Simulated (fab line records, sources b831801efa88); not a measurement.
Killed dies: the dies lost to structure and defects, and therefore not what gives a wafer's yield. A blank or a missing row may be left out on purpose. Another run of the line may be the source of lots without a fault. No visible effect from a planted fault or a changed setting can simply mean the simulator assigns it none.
Which of the tools did it? || flow sfq line || 15 lots with 43 wafers sampled at 6 steps, on a route of 325 steps

WHAT THE GAUGES READ, wafer by wafer
SFQ_L0_RS_MEAS_901: measurement is done with a four-point probe.
{"lot": "L682", "measured": "day 1 17:34", "on": "film metro-03", "L0_MONX_KI_RS (ohm/sq)": "43.3 43.7 43.3"}
{"lot": "L683", "measured": "day 1 22:35", "on": "film metro-01", "L0_MONX_KI_RS (ohm/sq)": "44.4 44.2 43.9"}
{"lot": "L684", "measured": "day 2 03:36", "on": "film metro-01", "L0_MONX_KI_RS (ohm/sq)": "44.3 44.3 44.4"}
{"lot": "L685", "measured": "day 2 08:34", "on": "film metro-03", "L0_MONX_KI_RS (ohm/sq)": "44.2 43.9 43.8"}
{"lot": "L687", "measured": "day 2 18:36", "on": "film metro-03", "L0_MONX_KI_RS (ohm/sq)": "43.2 43.0 43.1"}
{"lot": "L688", "measured": "day 2 23:35", "on": "film metro-04", "L0_MONX_KI_RS (ohm/sq)": "43.8 44.0 44.0"}
{"lot": "L689", "measured": "day 3 04:35", "on": "film metro-04", "L0_MONX_KI_RS (ohm/sq)": "42.8 43.0 42.9"}
{"lot": "L690", "measured": "day 3 09:37", "on": "film metro-01", "L0_MONX_KI_RS (ohm/sq)": "43.6 43.8 44.1"}
{"lot": "L693", "measured": "day 4 00:34", "on": "film metro-01", "L0_MONX_KI_RS (ohm/sq)": "42.5 42.8 42.7"}
{"lot": "L694", "measured": "day 4 05:36", "on": "film metro-01", "L0_MONX_KI_RS (ohm/sq)": "44.2 44.0 44.1"}
{"lot": "L695", "measured": "day 4 10:35", "on": "film metro-03", "L0_MONX_KI_RS (ohm/sq)": "43.0 42.9 42.9"}
{"lot": "L696", "measured": "day 4 15:35", "on": "film metro-04", "L0_MONX_KI_RS (ohm/sq)": "63.8 43.7 64.0"}
{"lot": "L697", "measured": "day 4 20:34", "on": "film metro-01", "L0_MONX_KI_RS (ohm/sq)": "43.0 63.4"}
{"lot": "L699", "measured": "day 5 06:34", "on": "film metro-03", "L0_MONX_KI_RS (ohm/sq)": "43.8 43.8 44.2"}
{"lot": "L702", "measured": "day 5 21:34", "on": "film metro-04", "L0_MONX_KI_RS (ohm/sq)": "44.0 65.3"}

SFQ_L0_THK_MEAS_902: measures by xrf.
{"lot": "L682", "measured": "day 1 17:41", "on": "film metro-03", "L0_MONX_KI_THK (nm)": "38.8 38.7 38.8"}
{"lot": "L683", "measured": "day 1 22:41", "on": "film metro-01", "L0_MONX_KI_THK (nm)": "38.0 38.2 38.3"}
{"lot": "L684", "measured": "day 2 03:42", "on": "film metro-01", "L0_MONX_KI_THK (nm)": "38.1 38.3 38.3"}
{"lot": "L685", "measured": "day 2 08:41", "on": "film metro-03", "L0_MONX_KI_THK (nm)": "38.1 38.5 38.6"}
{"lot": "L687", "measured": "day 2 18:42", "on": "film metro-03", "L0_MONX_KI_THK (nm)": "39.0 39.2 39.2"}
{"lot": "L688", "measured": "day 2 23:41", "on": "film metro-04", "L0_MONX_KI_THK (nm)": "38.3 37.9 38.3"}
{"lot": "L689", "measured": "day 3 04:41", "on": "film metro-04", "L0_MONX_KI_THK (nm)": "39.3 39.4 39.2"}
{"lot": "L690", "measured": "day 3 09:43", "on": "film metro-01", "L0_MONX_KI_THK (nm)": "38.7 39.1 38.6"}
{"lot": "L693", "measured": "day 4 00:41", "on": "film metro-01", "L0_MONX_KI_THK (nm)": "39.9 39.4 39.5"}
{"lot": "L694", "measured": "day 4 05:42", "on": "film metro-01", "L0_MONX_KI_THK (nm)": "38.7 38.4 38.3"}
{"lot": "L695", "measured": "day 4 10:41", "on": "film metro-03", "L0_MONX_KI_THK (nm)": "39.3 39.4 39.2"}
{"lot": "L696", "measured": "day 4 15:41", "on": "film metro-04", "L0_MONX_KI_THK (nm)": "26.3 38.3 26.2"}
{"lot": "L697", "measured": "day 4 20:41", "on": "film metro-01", "L0_MONX_KI_THK (nm)": "39.5 26.6"}
{"lot": "L699", "measured": "day 5 06:41", "on": "film metro-03", "L0_MONX_KI_THK (nm)": "38.7 38.7 38.7"}
{"lot": "L702", "measured": "day 5 21:41", "on": "film metro-04", "L0_MONX_KI_THK (nm)": "38.1 25.6"}

SFQ_I0_OVL_MEAS_908.
{"lot": "L682", "measured": "day 11 03:34", "on": "overlay-02", "I0_OVL (nm)": "0 4 1"}
{"lot": "L683", "measured": "day 11 07:11", "on": "overlay-02", "I0_OVL (nm)": "1 4 2"}
{"lot": "L684", "measured": "day 11 13:11", "on": "overlay-02", "I0_OVL (nm)": "-6 -9 -10"}
{"lot": "L685", "measured": "day 11 19:10", "on": "overlay-02", "I0_OVL (nm)": "5 10 4"}
{"lot": "L687", "measured": "day 12 09:35", "on": "overlay-02", "I0_OVL (nm)": "3 8 0"}
{"lot": "L688", "measured": "day 12 13:11", "on": "overlay-01", "I0_OVL (nm)": "-1 0 -3"}
{"lot": "L689", "measured": "day 12 16:47", "on": "overlay-01", "I0_OVL (nm)": "3 -6 -4"}
{"lot": "L690", "measured": "day 13 03:10", "on": "overlay-01", "I0_OVL (nm)": "6 2 14"}
{"lot": "L693", "measured": "day 15 04:20", "on": "overlay-01", "I0_OVL (nm)": "9 7 6"}
{"lot": "L694", "measured": "day 15 15:10", "on": "overlay-01", "I0_OVL (nm)": "0 8 6"}
{"lot": "L695", "measured": "day 15 21:15", "on": "overlay-02", "I0_OVL (nm)": "0 6 7"}
{"lot": "L696", "measured": "day 16 04:15", "on": "overlay-01", "I0_OVL (nm)": "-3 2 -4"}
{"lot": "L697", "measured": "day 16 06:38", "on": "overlay-02", "I0_OVL (nm)": "5 5"}
{"lot": "L699", "measured": "day 18 10:34", "on": "overlay-01", "I0_OVL (nm)": "6 8 -2"}
{"lot": "L702", "measured": "day 19 11:46", "on": "overlay-02", "I0_OVL (nm)": "-1 7"}

SFQ_I1_OVL_MEAS_913.
{"lot": "L682", "measured": "day 22 15:22", "on": "overlay-02", "I1_OVL (nm)": "5 -1 4"}
{"lot": "L683", "measured": "day 23 05:11", "on": "overlay-01", "I1_OVL (nm)": "-12 -12 -11"}
{"lot": "L684", "measured": "day 23 07:35", "on": "overlay-01", "I1_OVL (nm)": "0 -6 -2"}
{"lot": "L685", "measured": "day 23 18:22", "on": "overlay-02", "I1_OVL (nm)": "2 -2 -10"}
{"lot": "L687", "measured": "day 24 00:23", "on": "overlay-02", "I1_OVL (nm)": "-5 -3 1"}
{"lot": "L688", "measured": "day 24 20:47", "on": "overlay-02", "I1_OVL (nm)": "9 8 3"}
{"lot": "L689", "measured": "day 25 05:11", "on": "overlay-01", "I1_OVL (nm)": "-3 -4 -4"}
{"lot": "L690", "measured": "day 25 18:23", "on": "overlay-02", "I1_OVL (nm)": "-1 -7 -7"}
{"lot": "L693", "measured": "day 28 08:56", "on": "overlay-02", "I1_OVL (nm)": "-10 0 -10"}
{"lot": "L694", "measured": "day 28 19:44", "on": "overlay-02", "I1_OVL (nm)": "9 -4 -2"}
{"lot": "L695", "measured": "day 29 02:56", "on": "overlay-02", "I1_OVL (nm)": "1 7 -2"}
{"lot": "L696", "measured": "day 29 09:04", "on": "overlay-01", "I1_OVL (nm)": "-7 -14 -7"}
{"lot": "L697", "measured": "day 29 15:04", "on": "overlay-02", "I1_OVL (nm)": "-9 -4"}
{"lot": "L699", "measured": "day 31 15:37", "on": "overlay-02", "I1_OVL (nm)": "-3 -10 0"}
{"lot": "L702", "measured": "day 32 14:25", "on": "overlay-02", "I1_OVL (nm)": "0 -8"}

WHAT TOOL EACH LOT RAN ON (gives the tool, then ch and the chambers of the sampled wafers, and finally the start)
{"lot": "L682", "SFQ_TRILAYER_L0_DEP_SPUTTER_003": "pvd sputter-05, day 1 17:29", "SFQ_TRILAYER_L0_ETCH_METAL_ETCH_008": "rie metal-02 ch 0,1, day 2 06:05"}
{"lot": "L683", "SFQ_TRILAYER_L0_DEP_SPUTTER_003": "pvd sputter-05, day 1 22:29", "SFQ_TRILAYER_L0_ETCH_METAL_ETCH_008": "rie metal-02 ch 0,1, day 2 10:53"}
{"lot": "L684", "SFQ_TRILAYER_L0_DEP_SPUTTER_003": "pvd sputter-05, day 2 03:29", "SFQ_TRILAYER_L0_ETCH_METAL_ETCH_008": "rie metal-04 ch 0,1, day 2 16:53"}
{"lot": "L685", "SFQ_TRILAYER_L0_DEP_SPUTTER_003": "pvd sputter-05, day 2 08:29", "SFQ_TRILAYER_L0_ETCH_METAL_ETCH_008": "rie metal-02 ch 0,1, day 2 21:41"}
{"lot": "L687", "SFQ_TRILAYER_L0_DEP_SPUTTER_003": "pvd sputter-04, day 2 18:29", "SFQ_TRILAYER_L0_ETCH_METAL_ETCH_008": "rie metal-04 ch 0,1, day 3 08:29"}
{"lot": "L688", "SFQ_TRILAYER_L0_DEP_SPUTTER_003": "pvd sputter-05, day 2 23:29", "SFQ_TRILAYER_L0_ETCH_METAL_ETCH_008": "rie metal-02 ch 0,1, day 3 13:17"}
{"lot": "L689", "SFQ_TRILAYER_L0_DEP_SPUTTER_003": "pvd sputter-05, day 3 04:29", "SFQ_TRILAYER_L0_ETCH_METAL_ETCH_008": "rie metal-04 ch 0,1, day 3 16:53"}
{"lot": "L690", "SFQ_TRILAYER_L0_DEP_SPUTTER_003": "pvd sputter-06, day 3 09:29", "SFQ_TRILAYER_L0_ETCH_METAL_ETCH_008": "rie metal-01 ch 0,1, day 3 22:53"}
{"lot": "L693", "SFQ_TRILAYER_L0_DEP_SPUTTER_003": "pvd sputter-06, day 4 00:29", "SFQ_TRILAYER_L0_ETCH_METAL_ETCH_008": "rie metal-04 ch 0,1, day 4 17:18"}
{"lot": "L694", "SFQ_TRILAYER_L0_DEP_SPUTTER_003": "pvd sputter-06, day 4 05:29", "SFQ_TRILAYER_L0_ETCH_METAL_ETCH_008": "rie metal-01 ch 0,1, day 4 20:55"}
{"lot": "L695", "SFQ_TRILAYER_L0_DEP_SPUTTER_003": "pvd sputter-04, day 4 10:29", "SFQ_TRILAYER_L0_ETCH_METAL_ETCH_008": "rie metal-01 ch 0,1, day 5 02:54"}
{"lot": "L696", "SFQ_TRILAYER_L0_DEP_SPUTTER_003": "pvd sputter-06, day 4 15:29", "SFQ_TRILAYER_L0_ETCH_METAL_ETCH_008": "rie metal-01 ch 0,1, day 5 08:54"}
{"lot": "L697", "SFQ_TRILAYER_L0_DEP_SPUTTER_003": "pvd sputter-06, day 4 20:29", "SFQ_TRILAYER_L0_ETCH_METAL_ETCH_008": "rie metal-02 ch 0,1, day 5 12:30"}
{"lot": "L699", "SFQ_TRILAYER_L0_DEP_SPUTTER_003": "pvd sputter-05, day 5 06:29", "SFQ_TRILAYER_L0_ETCH_METAL_ETCH_008": "rie metal-01 ch 0,1, day 5 23:18"}
{"lot": "L702", "SFQ_TRILAYER_L0_DEP_SPUTTER_003": "pvd sputter-06, day 5 21:29", "SFQ_TRILAYER_L0_ETCH_METAL_ETCH_008": "rie metal-02 ch 0,1, day 6 19:45"}
- SFQ_TRILAYER_L0_DEP_SPUTTER_003: material MoNx KI, target thk 40 nm, time 100 s.
- SFQ_TRILAYER_L0_ETCH_METAL_ETCH_008: etches MoNx KI in SF6/O2, stops on SiO2, target depth 50 nm, time 25 s.

WHAT THE TOOLS THEMSELVES READ (means of the sampled wafers that have a number; where no wafer has one, the mark that the record gives instead)
SFQ_TRILAYER_L0_DEP_SPUTTER_003.
{"lot": "L682", "tool": "pvd sputter-05", "throttle valve pct (%)": 30.1}
{"lot": "L683", "tool": "pvd sputter-05", "throttle valve pct (%)": 29.5}
{"lot": "L684", "tool": "pvd sputter-05", "throttle valve pct (%)": 30.4}
{"lot": "L685", "tool": "pvd sputter-05", "throttle valve pct (%)": 30.1}
{"lot": "L687", "tool": "pvd sputter-04", "throttle valve pct (%)": 30.7}
{"lot": "L688", "tool": "pvd sputter-05", "throttle valve pct (%)": 30.8}
{"lot": "L689", "tool": "pvd sputter-05", "throttle valve pct (%)": 30.3}
{"lot": "L690", "tool": "pvd sputter-06", "throttle valve pct (%)": 29.4}
{"lot": "L693", "tool": "pvd sputter-06", "throttle valve pct (%)": 30.1}
{"lot": "L694", "tool": "pvd sputter-06", "throttle valve pct (%)": 30.0}
{"lot": "L695", "tool": "pvd sputter-04", "throttle valve pct (%)": 30.7}
{"lot": "L696", "tool": "pvd sputter-06", "throttle valve pct (%)": 30.6}
{"lot": "L697", "tool": "pvd sputter-06", "throttle valve pct (%)": 30.2}
{"lot": "L699", "tool": "pvd sputter-05", "throttle valve pct (%)": 29.6}
{"lot": "L702", "tool": "pvd sputter-06", "throttle valve pct (%)": 29.0}

SFQ_TRILAYER_L0_ETCH_METAL_ETCH_008.
{"lot": "L682", "tool": "rie metal-02", "drypump motor current A (A)": 5.9, "oes product au (a.u.)": 0.876, "rf fwd power W (W)": 588}
{"lot": "L683", "tool": "rie metal-02", "drypump motor current A (A)": 5.9, "oes product au (a.u.)": 0.865, "rf fwd power W (W)": 589}
{"lot": "L684", "tool": "rie metal-04", "drypump motor current A (A)": 5.1, "oes product au (a.u.)": 0.869, "rf fwd power W (W)": 593}
{"lot": "L685", "tool": "rie metal-02", "drypump motor current A (A)": 6.2, "oes product au (a.u.)": 0.864, "rf fwd power W (W)": 591}
{"lot": "L687", "tool": "rie metal-04", "drypump motor current A (A)": 5.2, "oes product au (a.u.)": 0.886, "rf fwd power W (W)": 591}
{"lot": "L688", "tool": "rie metal-02", "drypump motor current A (A)": 6.2, "oes product au (a.u.)": 0.867, "rf fwd power W (W)": 591}
{"lot": "L689", "tool": "rie metal-04", "drypump motor current A (A)": 5.1, "oes product au (a.u.)": 0.880, "rf fwd power W (W)": 592}
{"lot": "L690", "tool": "rie metal-01", "drypump motor current A (A)": 5.7, "oes product au (a.u.)": 0.869, "rf fwd power W (W)": 592}
{"lot": "L693", "tool": "rie metal-04", "drypump motor current A (A)": 5.2, "oes product au (a.u.)": 0.884, "rf fwd power W (W)": 591}
{"lot": "L694", "tool": "rie metal-01", "drypump motor current A (A)": 5.7, "oes product au (a.u.)": 0.864, "rf fwd power W (W)": 595}
{"lot": "L695", "tool": "rie metal-01", "drypump motor current A (A)": 5.9, "oes product au (a.u.)": 0.882, "rf fwd power W (W)": 593}
{"lot": "L696", "tool": "rie metal-01", "drypump motor current A (A)": 5.9, "oes product au (a.u.)": 0.768, "rf fwd power W (W)": 592}
{"lot": "L697", "tool": "rie metal-02", "drypump motor current A (A)": 6.0, "oes product au (a.u.)": 0.799, "rf fwd power W (W)": 592}
{"lot": "L699", "tool": "rie metal-01", "drypump motor current A (A)": 5.9, "oes product au (a.u.)": 0.869, "rf fwd power W (W)": 592}
{"lot": "L702", "tool": "rie metal-02", "drypump motor current A (A)": 6.0, "oes product au (a.u.)": 0.781, "rf fwd power W (W)": 590}

THE ANSWER, worked out from the rows above alone
Rule: what is usual is taken from the lots themselves. Put in order of their means at a reading, lots are off if they are a third of the lots or fewer, leave a main group of 4 or more, and stand apart from it by a gap of 3 or more times the standard deviation of the main group's means; of several such gaps the widest counts. Not used: any main group whose means are identical at the precision the tables above print for the reading. A lot without any number at a reading at which 4 lots or more have one is off too. Where the step has rows for the other lots, those lots are counted as sound. After the gauges, taken in route order, come the tools' own readings; for these a lot's mean is taken, as printed above. At the first step where some lot is off, the reading lying furthest off is the one used; lots without a number count as furthest.
Off: L696, L697, L702, at SFQ_L0_RS_MEAS_901 (L0_MONX_KI_RS). For the main group the mean is 43.6 ohm/sq and the standard deviation 0.55.
A tool fits if, at a process step before that reading, it ran every lot that is off, and no sound lot after the first of them. The gauges at SFQ_L0_RS_MEAS_901 aren't tried: what is off there is off at SFQ_TRILAYER_L0_ETCH_METAL_ETCH_008 too, on other tools, and a gauge's error can't cause that. One fits: pvd sputter-06 at SFQ_TRILAYER_L0_DEP_SPUTTER_003. A fault onset in the window from L694 (day 4 05:29, its last sound lot) to L696 (day 4 15:29, its first lot off) fits.

WHAT HAD BEEN PUT IN BY THE SIMULATOR
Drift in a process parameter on pvd sputter-06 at SFQ_TRILAYER_L0_DEP_SPUTTER_003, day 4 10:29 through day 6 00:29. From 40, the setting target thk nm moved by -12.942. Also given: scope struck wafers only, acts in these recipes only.
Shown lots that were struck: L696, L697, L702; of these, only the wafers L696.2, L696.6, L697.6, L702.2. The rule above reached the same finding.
